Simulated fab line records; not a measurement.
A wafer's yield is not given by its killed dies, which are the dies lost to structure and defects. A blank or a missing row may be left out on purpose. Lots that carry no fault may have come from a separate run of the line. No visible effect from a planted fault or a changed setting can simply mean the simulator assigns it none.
The tool behind it: which one? :: flow gf180mcu :: 45 wafers from 15 lots sampled at 2 of the route's 602 steps

## WHAT THE GAUGES READ, wafer by wafer
GF_V3_OVL_MEAS_15. Usual: V3_OVL 3 nm, standard deviation 5.2.
lot: L532
measured: day 22 07:03
on: overlay-01
V3_OVL (nm): 15 8 8
flag: 

lot: L533
measured: day 22 16:56
on: overlay-02
V3_OVL (nm): 2 3 4
flag: 

lot: L534
measured: day 23 03:08
on: overlay-01
V3_OVL (nm): -2 -3 -13
flag: 

lot: L535
measured: day 23 05:06
on: overlay-02
V3_OVL (nm): 14 4 2
flag: 

lot: L536
measured: day 23 17:49
on: overlay-01
V3_OVL (nm): -5 3 -1
flag: 

lot: L537
measured: day 24 06:34
on: overlay-01
V3_OVL (nm): 7 10 3
flag: 

lot: L538
measured: day 24 12:56
on: overlay-01
V3_OVL (nm): 6 1 -2
flag: 

lot: L539
measured: day 24 18:55
on: overlay-01
V3_OVL (nm): 2 7 -3
flag: 

lot: L540
measured: day 25 05:01
on: overlay-01
V3_OVL (nm): 0 1 4
flag: 

lot: L547
measured: day 27 19:16
on: overlay-01
V3_OVL (nm): 9 7 8
flag: 

lot: L550
measured: day 28 12:32
on: overlay-02
V3_OVL (nm): 6 7 3
flag: 

lot: L551
measured: day 28 14:23
on: overlay-02
V3_OVL (nm): 0 1 2
flag: 

lot: L552
measured: day 28 23:37
on: overlay-01
V3_OVL (nm): 2 -1 -2
flag: 

lot: L553
measured: day 29 05:40
on: overlay-01
V3_OVL (nm): 2 3 1
flag: 

lot: L554
measured: day 29 15:17
on: overlay-01
V3_OVL (nm): 4 6 9
flag: 

## TOOL THAT RAN EACH LOT (tool first, then ch and the chambers of the sampled wafers, then the start)
lot: L532
GF_STI_CVD_23: hdpcvd-02 ch 0,2, day 2 06:41

lot: L533
GF_STI_CVD_23: hdpcvd-02 ch 1,2, day 2 08:39

lot: L534
GF_STI_CVD_23: hdpcvd-02 ch 0,1,2, day 2 13:58

lot: L535
GF_STI_CVD_23: hdpcvd-02 ch 0,2, day 2 18:41

lot: L536
GF_STI_CVD_23: hdpcvd-02 ch 0,1,2, day 2 23:29

lot: L537
GF_STI_CVD_23: hdpcvd-02 ch 0,1,2, day 3 04:47

lot: L538
GF_STI_CVD_23: hdpcvd-02 ch 0,2, day 3 10:35

lot: L539
GF_STI_CVD_23: hdpcvd-01 ch 0,1,2, day 3 15:01

lot: L540
GF_STI_CVD_23: hdpcvd-02 ch 0,1, day 3 20:20

lot: L547
GF_STI_CVD_23: hdpcvd-01 ch 0,1, day 5 11:42

lot: L550
GF_STI_CVD_23: hdpcvd-02 ch 0,1, day 6 00:25

lot: L551
GF_STI_CVD_23: hdpcvd-02 ch 0,1,2, day 6 05:49

lot: L552
GF_STI_CVD_23: hdpcvd-02 ch 0,1,2, day 6 12:42

lot: L553
GF_STI_CVD_23: hdpcvd-01 ch 0,1, day 6 18:19

lot: L554
GF_STI_CVD_23: hdpcvd-01 ch 0,1,2, day 6 23:32
- GF_STI_CVD_23: deposits SiO2, target thk 650 nm, time 108.3 s.

## AS READ BY THE TOOLS THEMSELVES (means over the sampled wafers that have a number; for cases with no such wafer, the mark the record gives instead)
The record holds no such reading with a usual standard deviation.

## THE ANSWER, worked out from the rows above alone
Rule: a lot counts as off when the mean over its wafers that have a number is more than 3 standard deviations away from the usual mean. A lot without any number at a reading at which 4 lots or more have one is off too. Any other lot the step has rows for is counted as sound. Order of review: gauges by route order, followed by the tools' own readings, for which a lot's mean as printed above is used. At the first step where some lot is off, the reading lying furthest off is the one used; lots without a number count as furthest.
Nothing can be told from this: no lot is off at any reading shown.

## WHAT THE SIMULATOR HAD INSERTED
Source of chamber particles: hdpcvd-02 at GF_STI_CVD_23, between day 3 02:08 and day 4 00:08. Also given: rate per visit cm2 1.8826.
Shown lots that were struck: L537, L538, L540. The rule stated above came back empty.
